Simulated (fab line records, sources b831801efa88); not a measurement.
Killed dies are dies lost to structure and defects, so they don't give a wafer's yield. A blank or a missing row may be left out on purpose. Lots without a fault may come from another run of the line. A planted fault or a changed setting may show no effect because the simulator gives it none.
Which tool did it? | flow gf180mcu | 7 lots, 21 wafers sampled, at 1 step of a route of 602

WHAT THE GAUGES READ, wafer by wafer
GF_M4_CD_MEAS_14: target cd 280 nm.
lot  | measured     | on        | cd_nm (nm)
L370 | day 26 03:58 | cd_sem-01 | 281.0 281.0 281.9
L372 | day 26 18:14 | cd_sem-02 | 284.5 283.9 284.6
L374 | day 27 14:35 | cd_sem-01 | 279.4 279.6 279.9
L384 | day 29 23:03 | cd_sem-02 | 279.2 279.3 279.3
L388 | day 31 02:26 | cd_sem-01 | 279.1 279.9 278.6
L390 | day 31 15:34 | cd_sem-01 | 281.2 281.6 282.3
L386 | day 32 01:39 | cd_sem-01 | 281.5 281.7 282.1

WHICH TOOL RAN EACH LOT (tool, then ch and the chambers of the sampled wafers, then the start)
The record holds no process step before these readings.

THE ANSWER, worked out from the rows above alone
Rule: what is usual is taken from the lots themselves. Put in order of their means at a reading, lots are off if they are a third of the lots or fewer, leave a main group of 4 or more, and stand apart from it by a gap of 3 or more times the standard deviation of the main group's means; of several such gaps the widest counts. A main group whose means are all the same, to the digits that the tables above print for the reading, isn't used. A lot without any number at a reading at which 4 lots or more have one is off too. The other lots that the step has rows for count as sound.
No lot is off at any reading shown: from this, nothing can be told.

WHAT THE SIMULATOR HAD PUT IN
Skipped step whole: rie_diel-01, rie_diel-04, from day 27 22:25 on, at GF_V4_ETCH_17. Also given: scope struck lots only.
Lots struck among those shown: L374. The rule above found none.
